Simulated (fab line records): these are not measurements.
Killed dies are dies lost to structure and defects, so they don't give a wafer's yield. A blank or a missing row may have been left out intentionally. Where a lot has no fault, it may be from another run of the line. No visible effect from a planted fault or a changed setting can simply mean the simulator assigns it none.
fab line records    flow sky130
record: lots: 6  wafers: 18  lastDay: 50
route steps=708 shown CAPM@538 PAD_OPEN@708
lots that met no fault: from a run of the same line without faults
startH: the number of hours between the record's first day and the start of the first shown wafer of the lot    waitH: hours since the lot's step before    " repeats the value in the row above    L1.1+2: one row covering several wafers at once    - no value present, or no start provided    * or withheld: withheld    < > ~ a bound
route shown NAME@n: NAME is a module with steps in the file, n the number in the route of the first one    usual: average and standard deviation across the fault-free wafers    same: alike in all rows    chamber/n: place in a boat    sites: per-site readings    _std_site: their standard deviation    _edge_site: inner sites' mean taken away from outer sites' mean    radiusMm: for every site, how far away it sits from the centre of the wafer    mask NAME#n: copy n    behind: the last tool/chamber to shape the wafer    hold: reason for holding the lot/hours on hold/outcome of the hold    device: the transistor (n, p or np) that didn't switch    end of line: tests run on the same wafers once the route is complete    a step without rows: its recipe alone    killed: the dies lost at the first sort to structure and to defects; this is not the yield of the wafer    map: per-die view of a wafer (x killed, . not killed, _ where there is no die)
set.NAME: setting as actually run; set.NAME@STEP: the setting as run at that earlier step    model.NAME: the simulator's own value behind a step, which no gauge read
certain route steps with their lots: each step a table, each wafer a row
services: a tool's chamber out of use, with start hour (startH, from the record's first day; less than 0 if before it), hours out, and reason
== steps ==
step: SKY_CAPM_THK_MEAS_01
recipe: reads: SiO2_of_CAPM_CVD_00
usual: CAPM_CVD_00_THK: 15.46/0.22
lot.wafer  tool          chamber  startH   waitH  CAPM_CVD_00_THK[nm]
L423.1     filmMetro-01  -        892.62   -      15.29
L423.5     "             -        "        "      15.46
L423.6     "             -        "        "      15.61
L421.2     filmMetro-01  -        893.56   -      15.15
L421.4     "             -        "        "      15.42
L421.6     "             -        "        "      15.62
L426.1     filmMetro-04  -        894.21   -      15.21
L426.4     "             -        "        "      15.33
L426.6     "             -        "        "      15.53
L424.1     filmMetro-02  -        894.62   -      15.44
L424.3     "             -        "        "      15.43
L424.5     "             -        "        "      15.40
L443.1     filmMetro-01  -        1001.11  -      15.51
L443.2     "             -        "        "      15.44
L443.4     "             -        "        "      15.41
L444.1     filmMetro-04  -        1002.58  -      15.09
L444.3     "             -        "        "      15.25
L444.5     "             -        "        "      15.37
step: SKY_CAPM_SPUTTER_02
recipe: material: TiN  targetThkNm: 200  tempC: 300  powerW: 6500  timeS: 172.9  chamberPressurePa: 0.4
usual: throttleValvePct: 29.8/0.99
same: timeS: 172.9
lot.wafer  tool           chamber  startH   waitH  throttleValvePct
L423.1     pvdSputter-01  -        892.68   0.1    28.7
L423.5     "              -        "        "      29.1
L423.6     "              -        "        "      30.1
L421.2     pvdSputter-02  -        893.61   0.0    31.3
L421.4     "              -        "        "      29.3
L421.6     "              -        "        "      29.7
L426.1     pvdSputter-03  -        894.27   0.1    31.2
L426.4     "              -        "        "      29.6
L426.6     "              -        "        "      30.4
L424.1     pvdSputter-03  -        894.68   0.1    29.4
L424.3     "              -        "        "      28.6
L424.5     "              -        "        "      29.4
L443.1     pvdSputter-03  -        1001.17  0.1    29.5
L443.2     "              -        "        "      30.6
L443.4     "              -        "        "      31.2
L444.1     pvdSputter-03  -        1002.64  0.1    29.3
L444.3     "              -        "        "      31.3
L444.5     "              -        "        "      30.6
step: SKY_CAPM_RS_MEAS_03
recipe: thkMeasGauge: four-point-probe  reads: TiN_of_CAPM_SPUTTER_02
usual: CAPM_TIN_RS: 6.65/0.067
lot.wafer  tool          chamber  startH   waitH  CAPM_TIN_RS[ohm/sq]
L423.1     filmMetro-02  -        892.78   0.1    6.76
L423.5     "             -        "        "      6.69
L423.6     "             -        "        "      6.71
L421.2     filmMetro-01  -        893.74   0.1    6.62
L421.4     "             -        "        "      6.68
L421.6     "             -        "        "      6.62
L426.1     filmMetro-01  -        894.38   0.1    6.77
L426.4     "             -        "        "      6.55
L426.6     "             -        "        "      6.66
L424.1     filmMetro-01  -        894.79   0.1    6.54
L424.3     "             -        "        "      6.68
L424.5     "             -        "        "      6.60
L443.1     filmMetro-04  -        1001.28  0.1    6.64
L443.2     "             -        "        "      6.65
L443.4     "             -        "        "      6.65
L444.1     filmMetro-01  -        1002.74  0.1    6.61
L444.3     "             -        "        "      6.68
L444.5     "             -        "        "      6.72
step: SKY_CAPM_THK_MEAS_04
recipe: thkMeasGauge: xrf  reads: TiN_of_CAPM_SPUTTER_02
usual: CAPM_TIN_THK: 209.0/2.2
lot.wafer  tool          chamber  startH   waitH  CAPM_TIN_THK[nm]
L423.1     filmMetro-02  -        892.90   0.1    207.6
L423.5     "             -        "        "      208.4
L423.6     "             -        "        "      208.8
L421.2     filmMetro-01  -        893.85   0.1    209.7
L421.4     "             -        "        "      209.1
L421.6     "             -        "        "      210.0
L426.1     filmMetro-01  -        894.50   0.1    205.6
L426.4     "             -        "        "      212.7
L426.6     "             -        "        "      209.5
L424.1     filmMetro-01  -        894.91   0.1    212.2
L424.3     "             -        "        "      208.1
L424.5     "             -        "        "      210.7
L443.1     filmMetro-04  -        1001.40  0.1    207.6
L443.2     "             -        "        "      207.1
L443.4     "             -        "        "      206.7
L444.1     filmMetro-01  -        1002.86  0.1    210.9
L444.3     "             -        "        "      207.6
L444.5     "             -        "        "      206.9
step: SKY_CAPM_DEHYDRATE_05
recipe: tempC: 200  timeS: 60
step: SKY_CAPM_HMDS_06
recipe: primeTimeS: 60  primeTempC: 120
step: SKY_CAPM_COAT_07
recipe: resist: NOVOLAK  spinRpm: 3000  resistThkNm: 1140
step: SKY_CAPM_SOFTBAKE_08
recipe: tempC: 90  timeS: 60  resist: NOVOLAK
step: SKY_CAPM_EXPOSE_09
recipe: maskId: CAPM  na: 0.6  sourceShape: conventional  sigmaOuter: 0.6  polarization: unpolarized  targetCdNm: 1000  doseMj: 159
step: SKY_CAPM_PEB_10
recipe: tempC: withheld  timeS: *  resist: NOVOLAK
step: SKY_CAPM_DEVELOP_11
recipe: resist: NOVOLAK  developer: TMAH  developTimeS: 60  devTempC: 23
step: SKY_CAPM_OVL_MEAS_12
usual: CAPM_OVL: 1.0/1.3
lot.wafer  tool        chamber  startH   waitH  CAPM_OVL[nm]
L423.1     overlay-02  -        917.11   0.1    0.8
L423.5     "           -        "        "      1.9
L423.6     "           -        "        "      -0.5
L421.2     overlay-02  -        918.48   0.1    1.0
L421.4     "           -        "        "      -1.4
L421.6     "           -        "        "      1.7
L426.1     overlay-01  -        919.12   0.1    1.3
L426.4     "           -        "        "      0.0
L426.6     "           -        "        "      -0.9
L424.1     overlay-02  -        919.16   0.1    -0.8
L424.3     "           -        "        "      -2.8
L424.5     "           -        "        "      -0.1
L443.1     overlay-01  -        1024.48  0.1    -0.5
L443.2     "           -        "        "      1.8
L443.4     "           -        "        "      1.9
L444.1     overlay-02  -        1026.21  0.1    -0.1
L444.3     "           -        "        "      -1.3
L444.5     "           -        "        "      0.3
step: SKY_CAPM_METAL_ETCH_13
recipe: targetDepthNm: 220  stopOn: SiO2  chemistry: Cl2/BCl3  target: TiN  pressureMtorr: 10  icpW: 900  biasW: 48.5  Cl2_flow_sccm: 60  bcl3FlowSccm: 30  timeS: 62.9
usual: bcl3FlowSccm: 30.00/0.092  biasW: 48.47/0.15  drypumpMotorCurrentA: 6.00/0.28  mfcCl2Sccm: 60.02/0.19  oesProductAu: 0.961/0.0078  throttleValvePct: 21.891/0.01  timeS: 62.9/0
lot.wafer  tool         chamber  startH   waitH  bcl3FlowSccm  biasW  drypumpMotorCurrentA  mfcCl2Sccm  oesProductAu  rfHoursCounterH  throttleValvePct  timeS  model.NOVOLAK_of_CAPM_COAT_07.thkNm
L423.1     rieMetal-02  1        917.15   0.0    30.05         48.31  6.05                  60.13       0.952         12               21.880            62.9   997
L423.5     "            1        "        "      30.01         48.33  6.05                  60.19       0.959         -                21.882            62.9   995.4
L423.6     "            0        "        "      29.99         48.45  5.86                  60.38       0.953         -                21.893            62.9   991.9
L421.2     rieMetal-01  1        918.51   0.0    29.98         48.47  5.97                  59.67       0.965         17               21.898            62.9   992.8
L421.4     "            1        "        "      29.91         48.34  5.97                  59.56       0.957         -                21.894            62.9   991
L421.6     "            1        "        "      30.06         48.68  5.94                  60.15       0.967         -                21.885            62.9   991.9
L426.1     rieMetal-01  0        919.16   0.0    -             -      -                     -           -             -                -                 -      1140
L426.4     "            0        "        "      -             -      -                     -           -             -                -                 -      1143
L426.6     "            0        "        "      -             -      -                     -           -             -                -                 -      1144
L424.1     rieMetal-02  0        919.20   0.0    -             -      -                     -           -             -                -                 -      1140
L424.3     "            1        "        "      -             -      -                     -           -             -                -                 -      1142
L424.5     "            1        "        "      -             -      -                     -           -             -                -                 -      1146
L443.1     rieMetal-04  0        1024.52  0.0    30.04         48.48  5.33                  60.46       0.963         15               21.883            62.9   998.4
L443.2     "            1        "        "      30.01         48.27  6.36                  60.15       0.968         15               21.894            62.9   991.3
L443.4     "            1        "        "      29.99         48.20  6.37                  59.91       0.961         -                21.880            62.9   987.2
L444.1     rieMetal-04  1        1026.25  0.0    29.91         48.34  6.39                  60.03       0.971         15               21.888            62.9   988
L444.3     "            1        "        "      30.05         48.38  6.36                  59.92       0.966         -                21.909            62.9   988.4
L444.5     "            1        "        "      30.20         48.52  6.37                  59.75       0.948         -                21.887            62.9   986.1
step: SKY_CAPM_STRIP_14
recipe: chemistry: O2/N2  powerW: 1400  pressureMtorr: 1500  platenTempC: withheld  o2FlowSccm: 3000  n2FlowSccm: 300  overashFraction: 0.5
usual: drypumpMotorCurrentA: 5.77/0.28  oesProductAu: 0.710/0.0046  stripTimeToEndpointS: 12.67/0.058
same: overashFraction: 0.5
lot.wafer  tool            chamber  startH   waitH  drypumpMotorCurrentA  oesProductAu  rfHoursCounterH  stripTimeToEndpointS
L423.1     plasmaAsher-04  0        917.23   0.1    5.62                  0.707         17               12.70
L423.5     "               0        "        "      5.61                  0.718         -                12.68
L423.6     "               1        "        "      6.02                  0.711         -                12.64
L421.2     plasmaAsher-02  1        918.59   0.1    6.15                  0.714         110              12.65
L421.4     "               0        "        "      5.31                  0.706         -                12.64
L421.6     "               0        "        "      5.31                  0.699         -                12.64
L426.1     plasmaAsher-01  1        919.24   0.1    5.67                  0.711         49               14.17
L426.4     "               0        "        "      5.85                  0.718         -                14.22
L426.6     "               1        "        "      5.71                  0.714         -                14.22
L424.1     plasmaAsher-04  1        919.28   0.1    6.00                  0.720         18               14.19
L424.3     "               0        "        "      5.57                  0.715         -                14.20
L424.5     "               1        "        "      6.00                  0.709         -                14.27
L443.1     plasmaAsher-02  1        1024.60  0.1    6.17                  0.707         120              12.70
L443.2     "               0        "        "      5.33                  0.708         120              12.61
L443.4     "               1        "        "      6.13                  0.708         -                12.58
L444.1     plasmaAsher-01  0        1026.33  0.1    5.83                  0.706         60               12.59
L444.3     "               1        "        "      5.72                  0.707         -                12.59
L444.5     "               1        "        "      5.66                  0.709         -                12.56
step: SKY_CAPM_STRIP_15
recipe: chemistry: postEtchResidueRemover  timeS: 1200  tempC: 72.5
step: SKY_PAD_OPEN_PROBE_99
usual: defectLimitedYield: 83.0/1.8  killed_at_M0_to_M3: 42/6.6  killed_at_M4_up: 3.0/1.7  killedAtContacts: 24/5.3  killedAtFrontEnd: 15/4.5  killedAtOther: 0.2/0.49  killedDies: 83/9  killedOnRim: 16/4  killedOpen: 45/6.9  killedShort: 38/5.8  sort_bin_3_pad_short: 0.8/0.4  sort_bin_5_function: 10.0/1.5  sort_bin_6_memory: 6.1/1.1  sortNPass: 409/9  sortYieldPct: 83.0/1.8
same: grossDies: 492  killedAtBackSide: 0  sort_bin_4_leakage[%]: 0  sort_bin_8_speed[%]: 0
lot.wafer  tool       chamber  startH   waitH  defectLimitedYield[%]  killed_at_M0_to_M3  killed_at_M4_up  killedAtContacts  killedAtFrontEnd  killedAtOther  killedDies  killedOnRim  killedOpen  killedShort  sort_bin_3_pad_short[%]  sort_bin_5_function[%]  sort_bin_6_memory[%]  sortNPass  sortYieldPct[%]
L423.1     prober-02  -        1111.03  0.1    82.9                   49                  2                20                13                0              84          15           44          39           0.6                      11.2                    5.3                   408        82.9
L423.5     prober-02  -        1111.23  0.2    85.4                   38                  4                21                9                 0              72          14           39          33           0.8                      8.3                     5.5                   420        85.4
L423.6     prober-02  -        1111.28  0.2    82.9                   37                  1                27                19                0              84          20           50          34           0.8                      9.1                     7.1                   408        82.9
L426.1     prober-01  -        1116.56  0.3    0                      39                  3                24                13                413            492         96           37          42           0.4                      93.1                    6.5                   0          0
L426.4     prober-01  -        1116.71  0.4    0                      41                  6                34                9                 402            492         96           49          41           1.0                      92.9                    6.1                   0          0
L426.6     prober-01  -        1116.81  0.4    0                      41                  4                23                11                413            492         96           34          45           1.6                      92.1                    6.3                   0          0
L424.1     prober-02  -        1116.58  0.3    0                      52                  2                36                5                 397            492         96           51          44           1.2                      91.9                    6.9                   0          0
L424.3     prober-02  -        1116.68  0.3    0                      45                  3                24                19                401            492         96           47          44           0.8                      93.9                    5.3                   0          0
L424.5     prober-02  -        1116.78  0.4    0                      45                  1                26                17                403            492         96           49          40           0.4                      91.7                    7.9                   0          0
L444.1     prober-02  -        1195.91  0.1    82.3                   38                  2                29                18                0              87          16           52          34           0.2                      10.8                    6.7                   405        82.3
L444.3     prober-02  -        1196.01  0.2    83.1                   39                  4                23                17                0              83          19           46          37           0.4                      11.2                    5.3                   409        83.1
L444.5     prober-02  -        1196.11  0.2    82.3                   38                  5                24                20                0              87          18           44          43           1.0                      12.0                    4.7                   405        82.3
killed by level:class
L423.1 METAL2:geometricParticle:short=10 VIA2:geometricParticle:open=10 CONTACT:geometricParticle:open=9 VIA3:geometricParticle:open=8 LOCAL_INTERCONNECT:geometricParticle:short=6 METAL3:geometricParticle:short=6 METAL1:geometricParticle:short=5 LI_CONTACT:geometricParticle:open=4
L423.5 METAL2:geometricParticle:short=11 LI_CONTACT:geometricParticle:open=8 CONTACT:geometricParticle:open=6 VIA2:geometricParticle:open=5 SPACER:geometricParticle:open=4 LOCAL_INTERCONNECT:geometricParticle:short=4 METAL1:geometricParticle:short=4 VIA1:geometricParticle:open=4
L423.6 LI_CONTACT:geometricParticle:open=10 METAL1:geometricParticle:short=9 CONTACT:geometricParticle:open=8 VIA1:geometricParticle:open=6 FIELD_ISO:geometricParticle:short=5 POLY_GATE:geometricParticle:open=5 VIA2:geometricParticle:open=5 VIA3:geometricParticle:open=5
L426.1 CAPM:areaEtch=413 VIA1:geometricParticle:open=10 LI_CONTACT:geometricParticle:open=8 CONTACT:geometricParticle:open=6 METAL1:geometricParticle:short=6 LOCAL_INTERCONNECT:geometricParticle:short=5 CONTACT:geometricParticle:short=4 METAL2:geometricParticle:short=4
L424.1 CAPM:areaEtch=397 LI_CONTACT:geometricParticle:open=14 METAL1:geometricParticle:short=11 CONTACT:geometricParticle:open=10 METAL2:geometricParticle:short=7 VIA3:geometricParticle:open=7 METAL1:geometricParticle:open=5 VIA1:geometricParticle:short=5
L424.3 CAPM:areaEtch=401 VIA1:geometricParticle:open=9 CONTACT:geometricParticle:open=8 VIA3:geometricParticle:open=8 METAL1:geometricParticle:short=7 FIELD_ISO:geometricParticle:short=5 POLY_GATE:geometricParticle:open=5 CONTACT:geometricParticle:short=5
L426.4 CAPM:areaEtch=402 CONTACT:geometricParticle:open=14 LI_CONTACT:geometricParticle:open=10 VIA1:geometricParticle:open=9 METAL2:geometricParticle:short=8 VIA1:geometricParticle:short=6 METAL4:geometricParticle:short=6 LOCAL_INTERCONNECT:geometricParticle:short=4
L424.5 CAPM:areaEtch=403 CONTACT:geometricParticle:open=9 METAL1:geometricParticle:short=9 VIA1:geometricParticle:open=8 LI_CONTACT:geometricParticle:open=7 METAL2:geometricParticle:short=7 VIA2:geometricParticle:open=7 LOCAL_INTERCONNECT:geometricParticle:short=6
L426.6 CAPM:areaEtch=413 LI_CONTACT:geometricParticle:open=8 METAL1:geometricParticle:short=7 VIA1:geometricParticle:open=5 VIA1:geometricParticle:short=5 METAL2:geometricParticle:short=5 VIA3:geometricParticle:open=5 CONTACT:geometricParticle:open=4
L444.1 LI_CONTACT:geometricParticle:open=12 CONTACT:geometricParticle:open=9 VIA1:geometricParticle:open=9 FIELD_ISO:geometricParticle:open=7 VIA3:geometricParticle:open=7 VIA1:geometricParticle:short=6 FIELD_ISO:geometricParticle:short=5 LOCAL_INTERCONNECT:geometricParticle:short=4
L444.3 VIA2:geometricParticle:open=10 FIELD_ISO:geometricParticle:short=8 VIA1:geometricParticle:open=8 FIELD_ISO:geometricParticle:open=7 CONTACT:geometricParticle:short=6 CONTACT:geometricParticle:open=6 VIA3:geometricParticle:open=6 LI_CONTACT:geometricParticle:open=5
L444.5 LI_CONTACT:geometricParticle:open=11 VIA3:geometricParticle:open=9 METAL2:geometricParticle:short=9 FIELD_ISO:geometricParticle:short=7 FIELD_ISO:geometricParticle:open=6 VIA1:geometricParticle:open=6 LOCAL_INTERCONNECT:geometricParticle:short=5 METAL4:geometricParticle:short=5
map L424.1 (x killed, . not)
__________xxxxxxxxxx_________
________xxxxxxxxxxxxxx_______
______xxxxxxxxxxxxxxxxxx_____
_____xxxxxxxxxxxxxxxxxxxx____
____xxxxxxxxxxxxxxxxxxxxxx___
___xxxxxxxxxxxxxxxxxxxxxxxx__
__xxxxxxxxxxxxxxxxxxxxxxxxxx_
_xxxxxxxxxxxxxxxxxxxxxxxxxxxx
_xxxxxxxxxxxxxxxxxxxxxxxxxxxx
_xxxxxxxxxxxxxxxxxxxxxxxxxxxx
_xxxxxxxxxxxxxxxxxxxxxxxxxxxx
_xxxxxxxxxxxxxxxxxxxxxxxxxxxx
_xxxxxxxxxxxxxxxxxxxxxxxxxxxx
_xxxxxxxxxxxxxxxxxxxxxxxxxxxx
_xxxxxxxxxxxxxxxxxxxxxxxxxxxx
__xxxxxxxxxxxxxxxxxxxxxxxxxx_
___xxxxxxxxxxxxxxxxxxxxxxxx__
____xxxxxxxxxxxxxxxxxxxxxx___
_____xxxxxxxxxxxxxxxxxxxx____
______xxxxxxxxxxxxxxxxxx_____
________xxxxxxxxxxxxxx_______
__________xxxxxxxxxx_________
map L426.1 (x killed, . not)
__________xxxxxxxxxx_________
________xxxxxxxxxxxxxx_______
______xxxxxxxxxxxxxxxxxx_____
_____xxxxxxxxxxxxxxxxxxxx____
____xxxxxxxxxxxxxxxxxxxxxx___
___xxxxxxxxxxxxxxxxxxxxxxxx__
__xxxxxxxxxxxxxxxxxxxxxxxxxx_
_xxxxxxxxxxxxxxxxxxxxxxxxxxxx
_xxxxxxxxxxxxxxxxxxxxxxxxxxxx
_xxxxxxxxxxxxxxxxxxxxxxxxxxxx
_xxxxxxxxxxxxxxxxxxxxxxxxxxxx
_xxxxxxxxxxxxxxxxxxxxxxxxxxxx
_xxxxxxxxxxxxxxxxxxxxxxxxxxxx
_xxxxxxxxxxxxxxxxxxxxxxxxxxxx
_xxxxxxxxxxxxxxxxxxxxxxxxxxxx
__xxxxxxxxxxxxxxxxxxxxxxxxxx_
___xxxxxxxxxxxxxxxxxxxxxxxx__
____xxxxxxxxxxxxxxxxxxxxxx___
_____xxxxxxxxxxxxxxxxxxxx____
______xxxxxxxxxxxxxxxxxx_____
________xxxxxxxxxxxxxx_______
__________xxxxxxxxxx_________
== services ==
tool            chamber  startH   hours  kind
plasmaAsher-01  -        875.50   1.4    repair
plasmaAsher-04  -        899.54   2.0    repair
pvdSputter-02   -        908.35   4.1    repair
plasmaAsher-02  -        913.32   2.1    repair
rieMetal-01     1        929.21   -      clean
rieMetal-01     1        929.21   30.8   scheduledDown
rieMetal-01     1        929.21   30.8   ventCycle
pvdSputter-02   0        939.23   -      consumableReplace:kit
pvdSputter-02   0        939.23   18.0   scheduledDown
pvdSputter-02   0        939.23   18.0   ventCycle
pvdSputter-03   0        951.10   -      consumableReplace:kit
pvdSputter-03   0        951.10   18.0   scheduledDown
pvdSputter-03   0        951.10   18.0   ventCycle
pvdSputter-03   -        962.79   1.5    repair
pvdSputter-03   -        968.51   6.8    repair
rieMetal-04     0        983.52   15.0   repair
plasmaAsher-04  -        995.02   4.6    repair
plasmaAsher-04  -        997.23   2.9    repair
plasmaAsher-02  -        1009.98  1.1    repair
plasmaAsher-04  -        1012.32  2.8    pm
== key ==
firstSign: step: SKY_CAPM_METAL_ETCH_13  reading: toolRecord  direction: missing
effect: step: SKY_CAPM_STRIP_14  reading: stripTimeToEndpointS  direction: up  sigmas: 27  usual: *  struck: *
effect: step: SKY_PAD_OPEN_PROBE_99  reading: killedAtOther  direction: up  sigmas: 99+  usual: 0.2  struck: 404.8
modelEffect: step: SKY_CAPM_METAL_ETCH_13  value: NOVOLAK_of_CAPM_COAT_07.thkNm  without: 996.4  struck: 1142
moreKillsBornAt: SKY_CAPM_METAL_ETCH_13@rieMetal-01: 1228  SKY_CAPM_METAL_ETCH_13@rieMetal-02: 1201
metAt SKY_CAPM_METAL_ETCH_13
struckWafers L424.1,L424.3,L424.5,L426.1,L426.4,L426.6
laterRowsLeftOut L424.1,L424.3,L424.5,L426.1,L426.4,L426.6
onsetBetween 918.51 919.16
fault: kind: skippedStepWhole  tool: rieMetal-01,rieMetal-02  chamber: -  onsetH: 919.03  steps: SKY_CAPM_METAL_ETCH_13  scope: struckLotsOnly
laterRowsLeftOut: the simulator's readings of these wafers behind a module that went badly wrong aren't trusted and aren't shown, but for the sort
